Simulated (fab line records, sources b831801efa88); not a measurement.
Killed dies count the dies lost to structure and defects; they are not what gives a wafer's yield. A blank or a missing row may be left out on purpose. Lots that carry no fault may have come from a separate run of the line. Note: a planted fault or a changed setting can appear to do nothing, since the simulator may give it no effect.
Which tool is to blame? / flow sky130 / at 1 step of a route of 708, 12 lots with 36 wafers sampled

WHAT THE GAUGES SHOWED, per wafer
SKY_POLY_GATE_THK_MEAS_04.
lot=L075; measured=day 15 04:49; on=film metro-03; POLY_GATE_CVD_03_THK (nm)=76.0 75.6 75.7
lot=L077; measured=day 15 21:53; on=film metro-03; POLY_GATE_CVD_03_THK (nm)=75.5 75.2 75.9
lot=L080; measured=day 16 22:24; on=film metro-03; POLY_GATE_CVD_03_THK (nm)=75.7 74.8 76.1
lot=L081; measured=day 17 07:13; on=film metro-03; POLY_GATE_CVD_03_THK (nm)=75.2 75.2 75.1
lot=L083; measured=day 18 05:32; on=film metro-04; POLY_GATE_CVD_03_THK (nm)=74.3 73.9 73.6
lot=L085; measured=day 18 18:11; on=film metro-03; POLY_GATE_CVD_03_THK (nm)=74.4 74.6 74.2
lot=L087; measured=day 19 12:40; on=film metro-02; POLY_GATE_CVD_03_THK (nm)=74.6 74.3 74.5
lot=L089; measured=day 20 08:08; on=film metro-04; POLY_GATE_CVD_03_THK (nm)=75.2 76.2 75.3
lot=L091; measured=day 21 05:30; on=film metro-04; POLY_GATE_CVD_03_THK (nm)=75.0 74.7 75.1
lot=L097; measured=day 23 18:30; on=film metro-02; POLY_GATE_CVD_03_THK (nm)=75.7 76.2 75.7
lot=L095; measured=day 23 21:35; on=film metro-03; POLY_GATE_CVD_03_THK (nm)=75.2 75.5 76.1
lot=L096; measured=day 24 02:17; on=film metro-02; POLY_GATE_CVD_03_THK (nm)=75.2 75.0 75.1

WHICH TOOL RAN EACH LOT (tool, then ch and the chambers of the sampled wafers, then the start)
Before these readings, the record contains no process step.

THE ANSWER, worked out from the rows above alone
Rule: usual is defined by the lots themselves. The widest of any qualifying gaps counts: lots, ordered by their means at a reading, are off when they make up no more than a third of the lots, leave a main group of 4 or more, and stand apart from it by 3 or more times the standard deviation of that group's means. Not used: any main group whose means are identical at the precision the tables above print for the reading. A lot without any number at a reading at which 4 lots or more have one is off too. Where the step has rows for the other lots, those lots are counted as sound.
None of the lots is off at any reading shown; this tells nothing.

WHAT WAS PUT IN BY THE SIMULATOR
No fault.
